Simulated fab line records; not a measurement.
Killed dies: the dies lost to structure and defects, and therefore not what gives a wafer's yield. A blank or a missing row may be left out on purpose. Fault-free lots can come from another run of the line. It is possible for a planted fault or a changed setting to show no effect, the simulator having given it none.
The tool behind it: which one? ; flow sfq_line ; at 1 step of a route of 325, 15 lots with 45 wafers sampled

WHAT THE GAUGES READ, wafer by wafer
SFQ_C5_OVL_MEAS_937.
lot;measured;on;C5_OVL (nm)
L678;day 55 19:21;overlay-01;-1 -5 -3
L682;day 57 02:31;overlay-02;-1 -1 2
L683;day 58 10:10;overlay-01;4 0 4
L684;day 60 07:49;overlay-02;1 2 -5
L685;day 62 13:52;overlay-01;8 -3 -1
L686;day 62 15:04;overlay-01;5 2 9
L687;day 62 17:28;overlay-01;-10 -6 -7
L688;day 62 21:11;overlay-01;-3 0 -1
L689;day 64 05:58;overlay-01;-6 -9 -10
L690;day 67 04:25;overlay-01;-4 -3 -1
L696;day 72 03:22;overlay-01;-9 -16 -13
L697;day 72 08:01;overlay-02;-5 -10 -8
L698;day 73 23:44;overlay-01;-10 -6 -9
L699;day 74 02:19;overlay-02;-5 -5 2
L700;day 74 04:52;overlay-02;2 4 5

EACH LOT AND THE TOOL THAT RAN IT (in order: tool; ch and the chambers of the sampled wafers; start)
The record shows no process step preceding these readings.

WHAT THE TOOLS THEMSELVES READ (means of the sampled wafers that have a number; where no wafer has one, the mark that the record gives instead)
The record holds no such reading with a usual standard deviation.

THE ANSWER, worked out from the rows above alone
Rule: what is usual is taken from the lots themselves. The widest of any qualifying gaps counts: lots, ordered by their means at a reading, are off when they make up no more than a third of the lots, leave a main group of 4 or more, and stand apart from it by 3 or more times the standard deviation of that group's means. If all means in a main group match to the digits the tables above print for the reading, that group is not used. Also off: a lot with no number at a reading for which 4 or more lots have one. All remaining lots with rows at the step are treated as sound. Order of review: gauges by route order, followed by the tools' own readings, for which a lot's mean as printed above is used. At the first step where some lot is off, the reading lying furthest off is the one used; lots without a number count as furthest.
Across all readings shown, no lot is off: no conclusion can be drawn from this.

WHAT THE SIMULATOR HAD PUT IN
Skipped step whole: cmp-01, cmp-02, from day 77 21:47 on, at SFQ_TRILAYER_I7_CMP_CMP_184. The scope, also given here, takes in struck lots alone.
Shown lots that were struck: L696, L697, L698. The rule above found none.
